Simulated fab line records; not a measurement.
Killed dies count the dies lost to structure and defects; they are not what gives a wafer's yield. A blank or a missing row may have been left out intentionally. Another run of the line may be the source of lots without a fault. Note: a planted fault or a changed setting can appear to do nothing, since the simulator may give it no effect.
Matching of chambers	flow gf180mcu	GF_STI_ETCH_13 on rie-diel-02: 4 sister chambers
The step etches the open film in CHF3/O2, stops on Si, target depth 282.31 nm, time 112.9 s. 16 wafers are shown with their chamber, then 8 later ones without.

WAFERS, EACH WITH ITS CHAMBER
wafer	chamber	drypump-motor-current-A (A)	oes-product-au (a.u.)	throttle-valve-pct (%)
L762.3	2	5.8	0.839	8.807
L762.4	3	6.0	0.847	8.807
L762.5	2	5.8	0.840	8.813
L773.1	1	6.7	0.841	8.801
L773.2	2	5.8	0.827	8.794
L773.3	3	6.0	0.835	8.816
L774.2	1	6.6	0.829	8.810
L774.4	3	6.1	0.836	8.813
L774.5	2	5.8	0.835	8.814
L775.1	0	5.7	0.838	8.807
L775.3	3	6.0	0.836	8.800
L775.6	2	5.8	0.842	8.807
L776.1	0	5.7	0.825	8.809
L776.3	3	6.0	0.831	8.805
L776.6	3	6.0	0.828	8.815
L780.2	0	5.7	0.828	8.809

SIGNATURES (averages over the wafers above)
reading	chamber 0	chamber 1	chamber 2	chamber 3	scatter within a chamber
drypump-motor-current-A	5.700	6.650	5.800	6.017	0.0333
oes-product-au	0.83033	0.83500	0.83660	0.83550	0.00655
throttle-valve-pct	8.80833	8.80550	8.80700	8.80933	0.00645
Rule: for each reading, subtract the chamber's mean from the wafer's reading, divide by that reading's scatter and square the result; add these up over the readings and take the root, which gives the wafer's distance from the chamber. The wafer belongs to the nearest chamber; if the next one is less than 2 further off, it can't be placed. How the scatter is found: for the shown wafers, subtract from each reading the mean of its chamber, square and add these, divide the total by (wafers less chambers), then take the root.

WAFERS MISSING THEIR CHAMBER
wafer	drypump-motor-current-A (A)	oes-product-au (a.u.)	throttle-valve-pct (%)
L780.4	6.1	0.826	8.814
L780.5	6.0	0.836	8.805
L782.2	6.0	0.840	8.807
L782.3	6.6	0.843	8.815
L782.4	5.8	0.843	8.798
L783.1	5.8	0.823	8.800
L783.4	6.7	0.832	8.793
L783.5	6.0	0.826	8.808

CHAMBER TAKEN BY EACH
wafer	from the rows above	in truth
L780.4	3	3
L780.5	3	3
L782.2	3	3
L782.3	1	1
L782.4	2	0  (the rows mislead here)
L783.1	can't be placed: 2 or 0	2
L783.4	1	1
L783.5	3	3
Correctly placed: 6 of 8. Can't be placed from these rows: 1 (the true chamber is among the candidates in 1). Wrongly placed: 1.
